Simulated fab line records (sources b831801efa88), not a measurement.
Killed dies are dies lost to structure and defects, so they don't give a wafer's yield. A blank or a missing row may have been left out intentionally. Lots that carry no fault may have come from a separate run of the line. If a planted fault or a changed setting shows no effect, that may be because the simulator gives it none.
Which of the tools did it?    flow sky130    route of 708 steps, sampled at 1 step: 11 lots, 33 wafers

WHAT EACH GAUGE READ, for each wafer
SKY_CAPM_THK_MEAS_01.
lot   measured      on            CAPM_CVD_00_THK (nm)
L514  day 36 01:53  filmMetro-01  15.18 15.44 15.64
L513  day 36 03:05  filmMetro-03  15.58 15.50 15.77
L515  day 36 19:40  filmMetro-01  15.79 15.68 15.82
L516  day 37 00:22  filmMetro-03  15.12 15.38 15.16
L518  day 38 13:49  filmMetro-01  15.76 15.66 15.60
L523  day 39 06:57  filmMetro-03  15.61 15.51 15.65
L524  day 39 22:59  filmMetro-01  15.73 15.75 15.69
L526  day 40 13:29  filmMetro-03  15.50 15.24 15.78
L529  day 41 08:26  filmMetro-03  15.27 15.53 15.51
L532  day 41 23:47  filmMetro-02  15.17 15.66 15.90
L535  day 42 14:37  filmMetro-01  15.26 15.23 15.48

WHAT TOOL EACH LOT RAN ON (gives the tool, then ch and the chambers of the sampled wafers, and finally the start)
Record: no process step prior to these readings.

THE ANSWER, worked out from the rows above alone
Rule: usual is defined by the lots themselves. The widest of any qualifying gaps counts: lots, ordered by their means at a reading, are off when they make up no more than a third of the lots, leave a main group of 4 or more, and stand apart from it by 3 or more times the standard deviation of that group's means. The tables above print the reading to a certain number of digits; a main group whose means all agree to those digits is not used. A lot without any number at a reading at which 4 lots or more have one is off too. Where the step has rows for the other lots, those lots are counted as sound.
Nothing can be told from this: no lot is off at any reading shown.

WHAT THE SIMULATOR HAD PUT IN
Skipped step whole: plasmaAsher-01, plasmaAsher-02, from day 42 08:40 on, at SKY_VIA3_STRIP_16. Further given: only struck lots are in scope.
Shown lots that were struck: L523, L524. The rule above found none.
